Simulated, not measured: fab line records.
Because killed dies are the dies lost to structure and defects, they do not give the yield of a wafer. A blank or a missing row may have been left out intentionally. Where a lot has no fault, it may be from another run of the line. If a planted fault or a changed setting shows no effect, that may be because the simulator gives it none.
Problem report, 8D (eight disciplines) form, completed by code	flow sfq-line	the parts of the form that need people (team, actions taken, sign-off) are left out

== 1. WHAT WENT WRONG ==
Mean L0_MONX_KI_RS at SFQ_L0_RS_MEAS_901: 27.8 ohm/sq over 9 wafers in 3 lots; fault-free wafers: 43.5 ohm/sq, standard deviation 0.47. Relative to the usual mean, that is a shift of -33 standard deviations.
The step: measures by four-point-probe.
First observed at day 4 20:34: wafer L772.1, on film-metro-01. The record holds 45 wafers of 15 lots with a number at this step. Rule for "out" (also "out of limits"): further than 4 standard deviations from the usual mean. Any other wafer with a number is counted as sound.

== 2. WHAT IT IS, AND WHAT IT ISN'T ==
question	is	is not
which readings at this step	L0_MONX_KI_RS	-
which lots	L772, L773, L775	L756, L757, L758, L763, L764, L765, L766, L771, L774, L776, L778, L779
which wafers of those lots	all that have a number	-
read on which gauges	film-metro-01, film-metro-03	film-metro-02
when	from day 4 20:34	up to then (24 sound wafers); but 12 sound wafers of L774, L776, L778, L779 came after

== 3. SUSPECTS, AND WHAT RULES EACH OUT ==
Counting: a tool at a process step up to the reading stays a suspect if it ran every lot that is out and no sound lot after the first of them.
- the gauge at SFQ_L0_RS_MEAS_901: ruled out. The wafers that are out were read on 2 gauges (film-metro-01, film-metro-03).
- pvd-sputter-03 at SFQ_TRILAYER_L0_DEP_SPUTTER_003 (material MoNx KI, target thk 40 nm, time 100 s): kept. All lots that are out passed through it, beginning with L772 at day 4 20:29, and no sound lot followed; its final sound lot before that point was L766 at day 3 14:29.
After counting, what remains is pvd-sputter-03 at SFQ_TRILAYER_L0_DEP_SPUTTER_003.

== 4. THE CAUSE (what the simulator had put in) ==
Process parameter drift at SFQ_TRILAYER_L0_DEP_SPUTTER_003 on pvd-sputter-03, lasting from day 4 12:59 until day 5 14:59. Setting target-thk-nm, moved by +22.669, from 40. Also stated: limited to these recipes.
After counting, this tool was the only one left.

== 5. THE EFFECT CHAIN, in route order ==
One row per reading whose mean, taken over the struck wafers that have a number, lies over 3 standard deviations from the usual. Only readings whose record carries a usual standard deviation are examined. hours: median over the lots of the time between each lot's start at the first step of this table that gives one and its start at this step. sigmas: the change, counted in usual standard deviations.
hours	step	reading	usual	on struck wafers	change	sigmas
0	SFQ_L0_RS_MEAS_901	L0_MONX_KI_RS	43.5 ohm/sq	27.8	-15.7	-33
0	SFQ_L0_THK_MEAS_902	L0_MONX_KI_THK	39.7 nm	62.0	+22.3	+51
69	SFQ_TRILAYER_L0_ETCH_METAL_ETCH_008	oes-product-au	0.874 a.u.	1.001	+0.127	+18
The process steps in it:
- SFQ_TRILAYER_L0_ETCH_METAL_ETCH_008: etches MoNx KI in SF6/O2, stops on SiO2, target depth 50 nm, time 25 s.
At these later measuring or inspecting steps, every struck wafer for which the step has a row has a number for every such reading, and none has moved that far: SFQ_I4_BOW_MEAS_927.

== 6. WHAT WOULD HAVE CAUGHT IT SOONER ==
Counted from the fault's start at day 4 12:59, it took 8 hours until the first out-of-limits reading at a measuring or inspecting step in this record, taken at day 4 20:34.
Of the tool readings at SFQ_TRILAYER_L0_DEP_SPUTTER_003 for which the record gives a usual standard deviation, none was out on any struck wafer, so an alarm limit of 4 standard deviations on them would not have fired.
Among the 3 lots that are out, L773, L775 began SFQ_TRILAYER_L0_DEP_SPUTTER_003 on pvd-sputter-03 after day 4 20:34. A hold on the tool at that time would have spared those 2.
